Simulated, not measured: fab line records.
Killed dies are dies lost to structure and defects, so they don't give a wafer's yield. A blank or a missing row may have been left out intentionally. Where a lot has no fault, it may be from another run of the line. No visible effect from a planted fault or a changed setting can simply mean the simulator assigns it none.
Chamber matching -- flow gf180mcu -- 4 sister chambers for GF_V2_CMP_04 on cmp-02
The step polishes SiO2. 14 wafers are shown with their chamber, then 7 later ones without.

== WAFERS WITH THEIR CHAMBER ==
wafer,chamber,motor-current-A (A),retaining-ring-pressure-frac,time-to-endpoint-s (s)
L712.3,3,15.5,0.989,83
L712.4,1,13.4,0.995,85
L712.5,2,13.2,1.001,85
L716.3,1,12.9,0.996,79
L716.4,0,15.3,0.999,78
L716.6,0,15.8,1.005,79
L720.1,1,12.7,0.996,83
L720.2,2,14.1,1.002,79
L720.5,1,12.6,0.997,85
L721.1,0,15.4,1.001,77
L721.2,1,14.1,1.000,79
L721.3,2,14.1,0.998,83
L723.2,3,14.8,0.999,79
L723.4,1,13.3,1.002,82

SIGNATURES (means of the wafers above)
reading,chamber 0,chamber 1,chamber 2,chamber 3,scatter within a chamber
motor-current-A,15.500,13.167,13.800,15.150,0.498
retaining-ring-pressure-frac,1.00167,0.99767,1.00033,0.99400,0.00339
time-to-endpoint-s,78.00,82.17,82.33,81.00,2.56
Rule: a wafer lies at a distance from a chamber equal to the root of the sum of squares, over the readings, of (its reading less the chamber's mean, divided by the reading's scatter). If the next closest chamber is less than 2 further off than the closest, the wafer can't be placed; otherwise it belongs to the closest. The scatter is the square root of a quotient: the sum, over the shown wafers, of each reading's squared deviation from its chamber's mean, divided by wafers minus chambers.

== WAFERS WITH NO CHAMBER GIVEN ==
wafer,motor-current-A (A),retaining-ring-pressure-frac,time-to-endpoint-s (s)
L723.6,15.5,1.007,80
L730.2,13.9,0.997,76
L730.5,16.1,1.002,82
L730.6,13.5,0.998,88
L734.3,15.9,0.993,87
L734.4,15.3,0.998,90
L734.6,15.0,0.998,93

== CHAMBER TAKEN BY EACH ==
wafer,from the rows above,in truth
L723.6,0,0
L730.2,can't be placed: 2 or 1 or 3 or 0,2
L730.5,can't be placed: 0 or 3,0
L730.6,can't be placed: 1 or 2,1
L734.3,can't be placed: 3 or 0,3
L734.4,can't be placed: 3 or 2 or 0 or 1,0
L734.6,can't be placed: 3 or 2 or 1 or 0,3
Correctly placed: 1 of 7. Cannot be placed on the basis of these rows: 6; the candidates contain the true chamber in 6. Number placed wrongly: 0.
